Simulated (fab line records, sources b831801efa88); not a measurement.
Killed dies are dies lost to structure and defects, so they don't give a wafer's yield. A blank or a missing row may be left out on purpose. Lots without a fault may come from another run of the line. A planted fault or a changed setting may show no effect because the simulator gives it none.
A struck lot beside a sound one | flow sky130 | 18 steps out of a route of 708
Sound: wafers L327.2, L327.5, L327.6. Struck: wafers L336.1, L336.2, L336.6. The cause comes at the end.
At each step with rows: each side's tool, then ch and its chambers, then its first start. Under that, the readings that differ: sound wafers | struck wafers | difference of the means | sigmas: that difference in standard deviations of wafers without a fault.
alike: readings whose means differ by less than 2 such deviations, and words and numbers that are the same on both sides. not compared: withheld readings, readings that some wafer has no value for, bounds like >300 that may hide the same value, and numbers for which the record gives no deviation and whose values overlap.
The two part at a step that has a row with sigmas, a row that says differs or no value, or rows on one side only. Numbers that don't overlap but have no deviation are shown without sigmas and don't part them. A reading that every wafer of one side lacks parts them only if that side has two wafers or more.

first, 2 steps without rows for these wafers: SKY_CONTACT_PEB_12; SKY_CONTACT_DEVELOP_13 (develop time 60 s).
SKY_CONTACT_CD_MEAS_14: target cd 170 nm.
  sound on cd_sem-02, day 32 13:37; struck on cd_sem-01, day 35 11:22
  alike: cd_nm
SKY_CONTACT_OVL_MEAS_15:
  sound on overlay-02, day 32 13:44; struck on overlay-01, day 35 11:29
  alike: CONTACT_OVL
then, 1 step without rows for these wafers: SKY_CONTACT_ETCH_16 (etches BARC in N2/H2, stops on SiO2, time 45.9 s, target depth 60 nm).
SKY_CONTACT_ETCH_17: etches SiO2 in C4F8/O2/Ar, stops on Si3N4, target depth 340 nm.
  sound on rie_diel-02 ch 0,1,2, day 32 13:48; struck on rie_diel-04 ch 1,2, day 35 11:34
  alike: oes_product_au
SKY_CONTACT_ETCH_18: etches Si3N4 in CHF3/O2, stops on TiN, time 39 s, target depth 75 nm.
  sound on rie_diel-02 ch 0,1,2; struck on rie_diel-04 ch 1,2
  alike: drypump_motor_current_A, oes_product_au, throttle_valve_pct
  not compared: rf_hours_counter_h
SKY_CONTACT_STRIP_19: strips in O2/N2.
  sound on plasma_asher-04 ch 0,1, day 32 13:53; struck on plasma_asher-04 ch 0,1, day 35 11:40
  alike: drypump_motor_current_A, oes_product_au, strip_time_to_endpoint_s
  not compared: rf_hours_counter_h
then, 3 steps without rows for these wafers: SKY_CONTACT_STRIP_20 (strips in post etch residue remover, time 1200 s); SKY_CONTACT_CLEAN_21 (cleans in IPA, time 180 s); SKY_CONTACT_CLEAN_22 (cleans in O3/DIW).
SKY_CONTACT_SPUTTER_23: material TiN, target thk 20 nm, time 80 s.
  sound on pvd_sputter-04, day 32 14:53; struck on pvd_sputter-03, day 35 12:18
  alike: throttle_valve_pct
SKY_CONTACT_CVD_24: deposits W, target thk 340 nm, time 102.12 s.
  sound on cvd_w-02 ch 0,1, day 32 14:57; struck on cvd_w-01 ch 0,1, day 35 12:22
  reading                               | sound             | struck            | difference | sigmas
  model.W_of_CONTACT_CVD_24.thk_nm (nm) | 339.5 337.9 339.5 | 254.5 255.3 252.6 | -84.8      |
  alike: heater_power_outer_w, heater_power_w
SKY_CONTACT_RS_MEAS_25: measures by four-point-probe.
  sound on film_metro-03, day 32 15:05; struck on film_metro-03, day 35 12:28
  reading               | sound             | struck            | difference | sigmas
  CONTACT_W_RS (ohm/sq) | 0.338 0.339 0.338 | 0.452 0.450 0.455 | +0.114     | +24
SKY_CONTACT_THK_MEAS_26: measures by xrf.
  sound on film_metro-03, day 32 15:11; struck on film_metro-03, day 35 12:35
  reading            | sound       | struck      | difference | sigmas
  CONTACT_W_THK (nm) | 343 342 342 | 255 257 253 | -87        | -17
SKY_CONTACT_CMP_27: polishes, stops on SiO2, t overpolish 15 s, target thk 0 nm.
  sound on cmp-01 ch 0,3, day 32 15:17; struck on cmp-02 ch 0,1,2, day 35 12:45
  reading                | sound          | struck         | difference | sigmas
  time_to_endpoint_s (s) | 78.0 79.5 78.5 | 62.8 65.2 61.3 | -15.6      | -6
  alike: edge_zone_pressure_frac, motor_current_A, platen_rpm
SKY_METAL1_SPUTTER_00: material Ti, target thk 15 nm, time 10 s.
  sound on pvd_sputter-02, day 32 15:32; struck on pvd_sputter-03, day 35 12:57
  alike: throttle_valve_pct
SKY_PAD_OPEN_PROBE_99:
  the record has rows for the sound wafers here (prober-01, day 46 10:50) and none for the struck ones

WHERE THEY PART
First at SKY_CONTACT_RS_MEAS_25; last, within this record, at SKY_PAD_OPEN_PROBE_99.

WHY: what the simulator had put in
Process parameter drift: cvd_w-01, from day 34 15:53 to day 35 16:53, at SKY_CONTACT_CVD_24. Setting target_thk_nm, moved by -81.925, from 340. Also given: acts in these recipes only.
